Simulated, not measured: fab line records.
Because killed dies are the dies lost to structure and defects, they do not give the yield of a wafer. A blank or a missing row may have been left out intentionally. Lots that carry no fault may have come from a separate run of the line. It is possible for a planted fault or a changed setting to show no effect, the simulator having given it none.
Which tool is to blame? -- flow gf180mcu -- 42 wafers from 15 lots sampled at 4 of the route's 602 steps

== WHAT EACH GAUGE READ, for each wafer ==
GF_STI_CD_MEAS_12: the cd target is 220 nm. Usual: cd_nm 220.0 nm, standard deviation 1.2.
lot,measured,on,cd_nm (nm),flag
L206,day 2 00:59,cd_sem-01,218.4 220.0 219.4,
L207,day 2 05:52,cd_sem-01,221.6 221.3 220.2,
L208,day 2 12:55,cd_sem-02,219.6 219.8 219.6,
L210,day 2 21:50,cd_sem-01,219.6 219.0 220.4,
L212,day 3 08:02,cd_sem-02,219.9 220.5 220.8,
L213,day 3 13:38,cd_sem-02,219.7 218.9 218.9,
L214,day 3 18:37,cd_sem-01,219.6 219.8 219.4,
L216,day 4 04:56,cd_sem-01,218.4 218.6,
L217,day 4 10:16,cd_sem-01,220.3 219.5,
L220,day 5 01:53,cd_sem-02,220.5 219.5,
L225,day 6 05:08,cd_sem-02,220.6 219.1 220.6,
L226,day 6 12:02,cd_sem-02,221.1 219.8 220.7,
L227,day 6 22:10,cd_sem-02,220.2 220.4 221.2,
L228,day 6 22:22,cd_sem-01,219.5 220.4 220.6,
L229,day 7 03:40,cd_sem-01,216.9 216.3 216.8,

GF_DUAL_GATE_THK_MEAS_03. Usual: DUAL_GATE_OXIDATION_00_THK typically reads 10.89 nm, with standard deviation 0.24.
lot,measured,on,DUAL_GATE_OXIDATION_00_THK (nm),flag
L206,day 7 12:01,film_metro-01,11.28 11.07 11.09,
L207,day 7 17:53,film_metro-03,10.90 10.98 10.79,
L208,day 8 07:19,film_metro-03,10.54 10.70 10.38,
L210,day 8 18:30,film_metro-01,10.94 11.06 10.89,
L212,day 9 02:13,film_metro-02,10.79 10.87 10.94,
L213,day 9 09:54,film_metro-03,10.95 10.87 10.88,
L214,day 9 14:41,film_metro-03,10.84 10.67 10.52,
L216,day 10 05:05,film_metro-01,11.09 11.06,
L217,day 10 13:13,film_metro-01,10.83 10.81,
L220,day 11 15:11,film_metro-01,11.43 11.40,
L225,day 13 19:58,film_metro-01,10.49 10.51 10.54,
L226,day 13 22:49,film_metro-02,10.72 10.75 10.66,
L227,day 14 09:30,film_metro-03,11.33 11.28 11.44,
L228,day 14 09:29,film_metro-01,11.06 11.08 11.07,
L229,day 14 09:29,film_metro-02,11.07 11.09 11.21,

GF_POLY_GATE_CD_MEAS_18. Usual: cd_nm 280.2 nm, standard deviation 1.8.
lot,measured,on,cd_nm (nm),flag
L206,day 9 03:51,cd_sem-01,281.2 279.4 281.9,
L207,day 9 11:13,cd_sem-02,280.6 280.1 279.1,
L208,day 9 20:49,cd_sem-01,277.6 282.2 280.7,
L210,day 10 11:30,cd_sem-02,281.8 284.4 283.0,
L212,day 10 18:46,cd_sem-01,279.5 281.5 281.5,
L213,day 11 02:11,cd_sem-01,282.1 279.4 282.9,
L214,day 11 08:13,cd_sem-01,278.0 279.5 278.6,
L216,day 11 22:33,cd_sem-02,279.7 281.5,
L217,day 12 06:57,cd_sem-01,278.1 279.7,
L220,day 13 12:03,cd_sem-02,282.7 281.2,
L225,day 15 21:08,cd_sem-01,276.7 280.3 281.2,
L226,day 16 05:08,cd_sem-01,282.8 282.1 280.8,
L227,day 16 14:22,cd_sem-02,276.3 277.9 278.2,
L228,day 16 13:05,cd_sem-01,276.5 277.3 278.0,
L229,day 16 14:20,cd_sem-01,281.7 282.3 280.4,

== WHICH TOOL RAN EACH LOT (tool, then ch and the chambers of the sampled wafers, then the start) ==
lot,GF_VT_IMPLANT_SOFTBAKE_03
L206,"litho_track-04 ch 0, day 5 08:48"
L207,"litho_track-02 ch 0, day 5 14:26"
L208,"litho_track-01 ch 0, day 5 21:41"
L210,"litho_track-02 ch 0, day 6 07:50"
L212,"litho_track-02 ch 0, day 6 18:28"
L213,"litho_track-01 ch 0, day 6 23:11"
L214,"litho_track-02 ch 0, day 7 04:11"
L216,"litho_track-02 ch 0, day 7 16:25"
L217,"litho_track-02 ch 0, day 7 22:56"
L220,"litho_track-02 ch 0, day 8 21:32"
L225,"litho_track-01 ch 0, day 10 19:46"
L226,"litho_track-04 ch 0, day 10 20:17"
L227,"litho_track-02 ch 0, day 11 07:22"
L228,"litho_track-01 ch 0, day 11 07:14"
L229,"litho_track-02 ch 0, day 11 06:44"
- GF_VT_IMPLANT_SOFTBAKE_03: time 60 s.

== WHAT THE TOOLS THEMSELVES READ (means of the sampled wafers that have a number; where no wafer has one, the mark that the record gives instead) ==
GF_VT_IMPLANT_SOFTBAKE_03. Usual: heater_power_total_W 56.60 W, standard deviation 0.047; run_length_s 88.87 s, standard deviation 0.14.
lot,tool,heater_power_total_W (W),run_length_s (s),flag
L206,litho_track-04,56.62,89.08,
L207,litho_track-02,56.62,88.82,
L208,litho_track-01,56.60,88.93,
L210,litho_track-02,56.60,88.80,
L212,litho_track-02,56.57,88.78,
L213,litho_track-01,56.59,88.81,
L214,litho_track-02,56.55,88.87,
L216,litho_track-02,58.81,82.82,OFF
L217,litho_track-02,58.81,82.66,OFF
L220,litho_track-02,58.78,82.72,OFF
L225,litho_track-01,56.59,88.93,
L226,litho_track-04,56.64,89.01,
L227,litho_track-02,56.60,88.81,
L228,litho_track-01,56.62,88.82,
L229,litho_track-02,56.63,88.79,

== THE ANSWER, worked out from the rows above alone ==
Rule: take the mean of a lot's wafers that have a number; if it is more than 3 standard deviations from the usual mean, the lot is off. Also off: a lot with no number at a reading for which 4 or more lots have one. The other lots that the step has rows for count as sound. First the gauges in route order, then the tools' own readings, where a lot's mean is used as printed above. At the first step where some lot is off, the reading lying furthest off is the one used; lots without a number count as furthest.
Off at GF_VT_IMPLANT_SOFTBAKE_03 (heater_power_total_W): L216, L217, L220.
A tool fits if, at that step or a process step before it, it ran every lot that is off, and no sound lot after the first of them. None of those tried fits.

== WHAT WAS PUT IN BY THE SIMULATOR ==
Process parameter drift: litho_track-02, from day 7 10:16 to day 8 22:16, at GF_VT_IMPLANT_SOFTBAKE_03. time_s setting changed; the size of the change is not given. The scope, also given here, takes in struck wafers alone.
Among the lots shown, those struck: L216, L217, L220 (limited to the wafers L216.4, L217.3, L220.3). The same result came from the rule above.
